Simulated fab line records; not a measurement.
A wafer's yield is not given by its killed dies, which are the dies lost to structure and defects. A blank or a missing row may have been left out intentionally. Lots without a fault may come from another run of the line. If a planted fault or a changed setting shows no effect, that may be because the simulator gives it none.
A lot that was struck, set against a sound lot    flow sky130    22 steps out of a route of 708
Sound: wafers L203.1, L203.5, L203.6. Struck: wafers L221.1, L221.2, L221.3. At the end, the cause is stated.
Each step with rows lists, per side, the tool, then ch with its chambers, then its first start. Under that, the readings that differ: sound wafers    struck wafers    difference of the means    sigmas: that difference in standard deviations of wafers without a fault.
alike: same words and numbers on both sides, and readings whose means sit less than 2 such deviations apart. not compared: any withheld reading, any reading some wafer has no value for, any bound like >300 that may hide the same value, and any number with overlapping values for which the record gives no deviation.
A row with sigmas, a row that says differs or no value, or rows on one side alone: a step with any of these is where the two part. Numbers that have no deviation but don't overlap get no sigmas and don't part them. Lack of a reading on every wafer of one side parts them only where that side has two or more wafers.

first, 8 steps without rows for these wafers: SKY_DNWELL_DEHYDRATE_00 (time 60 s); SKY_DNWELL_HMDS_01 (prime time 60 s); SKY_DNWELL_COAT_02 (resist thk 3000 nm); SKY_DNWELL_SOFTBAKE_03; SKY_DNWELL_EXPOSE_04 (exposes mask DNM, target cd 3000 nm); SKY_DNWELL_PEB_05; SKY_DNWELL_DEVELOP_06 (develop time 60 s); SKY_DNWELL_IMPLANT_07.
SKY_DNWELL_STRIP_08: strips in O2/N2.
  sound on plasma-asher-01 ch 0,1, day 3 04:23; struck on plasma-asher-01 ch 0,1, day 7 06:50
  alike: drypump-motor-current-A, o2-flow-sccm, oes-product-au, strip-time-to-endpoint-s
  not compared: rf-hours-counter-h
SKY_DNWELL_TW_MEAS_09:
  sound: film-metro-02 at day 3 04:29; struck: film-metro-04 at day 7 06:56
  alike: DNWELL_TW
then, 2 steps without rows for these wafers: SKY_PWDE_DEHYDRATE_00 (time 60 s); SKY_PWDE_HMDS_01 (prime time 60 s).
SKY_PWDE_COAT_02: resist thk 3000 nm.
  sound on litho-track-02 ch 0, day 3 12:32; struck on litho-track-04 ch 0, day 7 16:49
reading                                 sound           struck          difference  sigmas
model.coat_of_PWDE_COAT_02.thk-nm (nm)  2995 2991 2993  3240 3244 3257  +254        
then, 3 steps without rows for these wafers: SKY_PWDE_SOFTBAKE_03; SKY_PWDE_EXPOSE_04 (exposes mask PWDEM, target cd 840 nm); SKY_PWDE_PEB_05.
SKY_PWDE_DEVELOP_06: develop time 60 s.
  sound: litho-track-01 ch 0; struck: litho-track-02 ch 0
reading                                 sound           struck          difference  sigmas
model.coat_of_PWDE_COAT_02.thk-nm (nm)  2991 2986 2989  3236 3240 3253  +254        
SKY_PWDE_OVL_MEAS_07:
  sound: overlay-02 at day 3 19:56; struck: overlay-01 at day 8 03:05
  alike: PWDE_OVL
next, for these wafers, 1 step has no rows: SKY_PWDE_IMPLANT_08.
SKY_PWDE_STRIP_09: strips in O2/N2.
  sound on plasma-asher-02 ch 0,1, day 3 20:07; struck on plasma-asher-02 ch 0,1, day 8 03:17
reading                       sound              struck             difference  sigmas
strip-time-to-endpoint-s (s)  36.86 36.81 36.82  39.70 39.72 39.82  +2.92       +24
  alike: drypump-motor-current-A, o2-flow-sccm, oes-product-au
  not compared: rf-hours-counter-h
SKY_PWDE_TW_MEAS_10:
  sound: film-metro-04 at day 3 20:13; struck: film-metro-02 at day 8 03:23
  alike: PWDE_TW
-- the record jumps here: 42 days lie between the struck wafers' starts before and after (it left off in module PWDE and takes up again in module PAD_OPEN, whose first step shown is number 708 of the route) --
SKY_PAD_OPEN_PROBE_99:
  sound: prober-01 at day 45 14:42; struck: prober-01 at day 50 02:21
reading                                    sound              struck             difference  sigmas
model.etest.res_p_drift_20v.width-nm (nm)  834.4 835.6 835.3  795.7 793.7 793.9  -40.7       
  alike: killed_at_M0_to_M3, killed_at_M4_up, killed-at-contacts, killed-at-front-end, killed-dies, killed-open, killed-short

## WHERE THEY PART
At SKY_PWDE_STRIP_09 and nowhere else, as far as this record goes. Later steps at which nothing parts them and some readings are alike: SKY_PWDE_TW_MEAS_10, SKY_PAD_OPEN_PROBE_99.

WHY: whatever the simulator had introduced
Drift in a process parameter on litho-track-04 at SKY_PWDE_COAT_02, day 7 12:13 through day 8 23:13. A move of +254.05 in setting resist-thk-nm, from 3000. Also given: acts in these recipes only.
